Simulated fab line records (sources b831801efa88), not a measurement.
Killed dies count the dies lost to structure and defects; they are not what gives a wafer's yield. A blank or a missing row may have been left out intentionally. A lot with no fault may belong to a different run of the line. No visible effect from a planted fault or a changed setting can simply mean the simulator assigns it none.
Comparing a struck lot with a sound one -- flow sky130 -- 20 out of 708 route steps
Sound: the wafers L951.1, L951.2, L951.4. The struck wafers were L957.1, L957.3, L957.4. Last of all comes the cause.
For every step that has rows: the tool of each side, followed by ch and its chambers, followed by its first start. Under that, the readings that differ: sound wafers -- struck wafers -- difference of the means -- sigmas: that difference in standard deviations of wafers without a fault.
alike: a reading whose means differ by less than 2 such deviations, as well as words and numbers matching on both sides. not compared: withheld readings; readings where some wafer has no value; bounds like >300 that might hide an equal value; numbers whose values overlap and for which the record gives no deviation.
A row with sigmas, a row that says differs or no value, or rows on one side alone: a step with any of these is where the two part. Numbers that don't overlap but have no deviation are shown without sigmas and don't part them. Lack of a reading on every wafer of one side parts them only where that side has two or more wafers.

SKY_LDD_HVP_OVL_MEAS_07:
  sound on overlay-01 at day 22 21:05; struck on overlay-02 at day 24 17:56
  alike: LDD_HVP_OVL
after that, 1 step had no rows for these wafers: SKY_LDD_HVP_IMPLANT_08.
SKY_LDD_HVP_STRIP_09: strips in O2/N2.
  sound on plasma asher-01 ch 0,1, day 22 21:16; struck on plasma asher-01 ch 0,1, day 24 18:07
  alike: drypump motor current A, oes product au, strip time to endpoint s
  not compared: rf hours counter h
SKY_LDD_HVP_TW_MEAS_10:
  sound on film metro-02 at day 22 21:22; struck on film metro-02 at day 24 18:13
  alike: LDD_HVP_TW
then, 7 steps without rows for these wafers: SKY_LDD_LDN_DEHYDRATE_00 (time 60 s); SKY_LDD_LDN_HMDS_01 (prime time 60 s); SKY_LDD_LDN_COAT_02 (resist thk 1140 nm); SKY_LDD_LDN_SOFTBAKE_03 (time 60 s); SKY_LDD_LDN_EXPOSE_04 (exposes mask LDNTM, target cd 700 nm); SKY_LDD_LDN_PEB_05; SKY_LDD_LDN_DEVELOP_06 (develop time 60 s).
SKY_LDD_LDN_OVL_MEAS_07:
  sound on overlay-02 at day 24 03:17; struck on overlay-01 at day 25 23:47
  alike: LDD_LDN_OVL
SKY_LDD_LDN_IMPLANT_08:
  sound on implanter-04 ch 0, day 24 03:19; struck on implanter-04 ch 0, day 25 23:49
reading,sound,struck,difference,sigmas
dose ions cm2,1.2529e+13 1.2537e+13 1.2523e+13,1.24e+12 1.229e+12 1.243e+12,-1.13e+13,-99 or more
faraday current uA,68.1 69.9 74.1,7.1 6.9 7.3,-63.6,-42
then, 3 steps without rows for these wafers: SKY_LDD_LDN_IMPLANT_09; SKY_LDD_LDN_IMPLANT_10; SKY_LDD_LDN_IMPLANT_11.
SKY_LDD_LDN_STRIP_12: strips in O2/N2.
  sound on plasma asher-02 ch 0,1, day 24 03:55; struck on plasma asher-03 ch 0,1, day 26 00:25
  alike: drypump motor current A, oes product au, strip time to endpoint s
  not compared: rf hours counter h
SKY_LDD_LDN_TW_MEAS_13:
  sound on film metro-02 at day 24 04:01; struck on film metro-01 at day 26 00:31
reading,sound,struck,difference,sigmas
LDD_LDN_TW,1462 1459 1463,1368 1377 1372,-89,-7
then, 1 step without rows for these wafers: SKY_LDD_LDN_CLEAN_14 (cleans in SC1/SC2, time 150 s).
-- a jump in the record: the struck wafers' starts before and after are 22 days apart (it breaks off in module LDD_LDN and resumes in module PAD_OPEN, where the first step shown is number 708 of the route) --
SKY_PAD_OPEN_PROBE_99:
  sound on prober-02 at day 46 18:55; struck on prober-02 at day 47 22:46
reading,sound,struck,difference,sigmas
killed short,51 46 52,45 28 35,-14,-2
model.etest.tip sonos.rs ohm sq,2757 2790 2809,3033 3054 3015,+249,
  alike: killed_at_M0_to_M3, killed_at_M4_up, killed at contacts, killed at front end, killed at other, killed dies, killed open

WHERE THEY PART
At SKY_LDD_LDN_IMPLANT_08 first; at SKY_PAD_OPEN_PROBE_99 last (within this record only).

WHY: whatever the simulator had introduced
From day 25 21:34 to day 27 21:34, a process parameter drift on implanter-04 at SKY_LDD_LDN_IMPLANT_08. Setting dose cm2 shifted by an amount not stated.
